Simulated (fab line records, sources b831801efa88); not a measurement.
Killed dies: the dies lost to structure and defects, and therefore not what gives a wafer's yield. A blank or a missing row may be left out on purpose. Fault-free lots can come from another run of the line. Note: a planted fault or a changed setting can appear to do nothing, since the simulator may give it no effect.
Problem report, 8D (eight disciplines) form, completed by code || flow sky130 || the parts of the form that need people (team, actions taken, sign-off) are left out

== 1. WHAT IS WRONG ==
Mean SPACER_CVD_00_THK at SKY_SPACER_THK_MEAS_01: 62.3 nm over 9 wafers in 3 lots; fault-free wafers: 43.2 nm, standard deviation 0.37. That puts it +52 standard deviations away from the usual mean.
Seen first at day 28 02:08 on film-metro-03, wafer L370.2. The record holds 33 wafers of 11 lots with a number at this step. The rule behind "out" and "out of limits": a value lying over 4 standard deviations away from the usual mean. The other wafers with a number count as sound.

== 2. WHAT THIS IS AND IS NOT ==
{"question": "which readings at this step", "is": "SPACER_CVD_00_THK", "is not": "-"}
{"question": "which lots", "is": "L369, L370, L371", "is not": "L357, L358, L359, L363, L365, L367, L368, L380"}
{"question": "which wafers of those lots", "is": "all that have a number", "is not": "-"}
{"question": "read on which gauges", "is": "film-metro-02, film-metro-03", "is not": "film-metro-04"}
{"question": "when", "is": "from day 28 02:08", "is not": "up to then (21 sound wafers); but 3 sound wafers of L380 came after"}

== 3. SUSPECTS, AND WHAT RULES EACH OUT ==
Counting: a tool at a process step up to the reading stays a suspect if it ran every lot that is out and no sound lot after the first of them.
- the gauge at SKY_SPACER_THK_MEAS_01 has been ruled out. Those wafers that are out were read across 2 gauges (film-metro-02, film-metro-03).
- lpcvd-02 at SKY_SPACER_CVD_00 (deposits Si3N4 from DCS/NH3, target thk 43.1 nm, time 740 s): ruled out as a lasting fault. After its first lot that is out, L370 (day 28 00:55), sound lots L380 ran on it.
Left after counting: nothing in the record.

== 4. THE CAUSE (what the simulator had put in) ==
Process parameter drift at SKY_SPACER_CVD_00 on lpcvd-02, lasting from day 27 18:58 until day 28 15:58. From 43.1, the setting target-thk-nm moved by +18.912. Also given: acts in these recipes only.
It was ruled out by counting, in error; the rule expects a fault to strike all lots run on its tool from its start on, and this fault did not.

== 5. SEQUENCE OF EFFECTS, ordered by route ==
Rows list readings where the struck wafers' mean (over those with a number) sits beyond 3 standard deviations from the usual. Only readings whose record carries a usual standard deviation are examined. hours: median over the lots of the time between each lot's start at the first step of this table that gives one and its start at this step. sigmas: the change, counted in usual standard deviations.
{"hours": 0, "step": "SKY_SPACER_THK_MEAS_01", "reading": "SPACER_CVD_00_THK", "usual": "43.2 nm", "on struck wafers": 62.3, "change": "+19.1", "sigmas": "+52"}
{"hours": 0, "step": "SKY_SPACER_ETCHBACK_02", "reading": "oes-product-au", "usual": "0.855 a.u.", "on struck wafers": 1.003, "change": "+0.148", "sigmas": "+26"}
{"hours": 502, "step": "SKY_PAD_OPEN_PROBE_99", "reading": "killed-at-front-end", "usual": 15, "on struck wafers": 424, "change": "+409", "sigmas": "+99 or more"}
{"hours": 502, "step": "SKY_PAD_OPEN_PROBE_99", "reading": "killed-dies", "usual": 86, "on struck wafers": 492, "change": "+406", "sigmas": "+44"}
{"hours": 502, "step": "SKY_PAD_OPEN_PROBE_99", "reading": "killed-on-rim", "usual": 17, "on struck wafers": 96, "change": "+79", "sigmas": "+23"}
The process steps in it:
- SKY_SPACER_ETCHBACK_02: etches Si3N4 in CH3F/O2, stops on SiO2, time 46.7 s, target depth 45 nm.
- SKY_PAD_OPEN_PROBE_99

== 6. HOW IT WOULD HAVE BEEN CAUGHT EARLIER ==
Counted from the fault's start at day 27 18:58, it took 7 hours until the first out-of-limits reading at a measuring or inspecting step in this record, taken at day 28 02:08.
No tool reading at SKY_SPACER_CVD_00 that has a usual standard deviation in the record was out on any struck wafer, so an alarm limit of 4 standard deviations on those readings would not have fired.
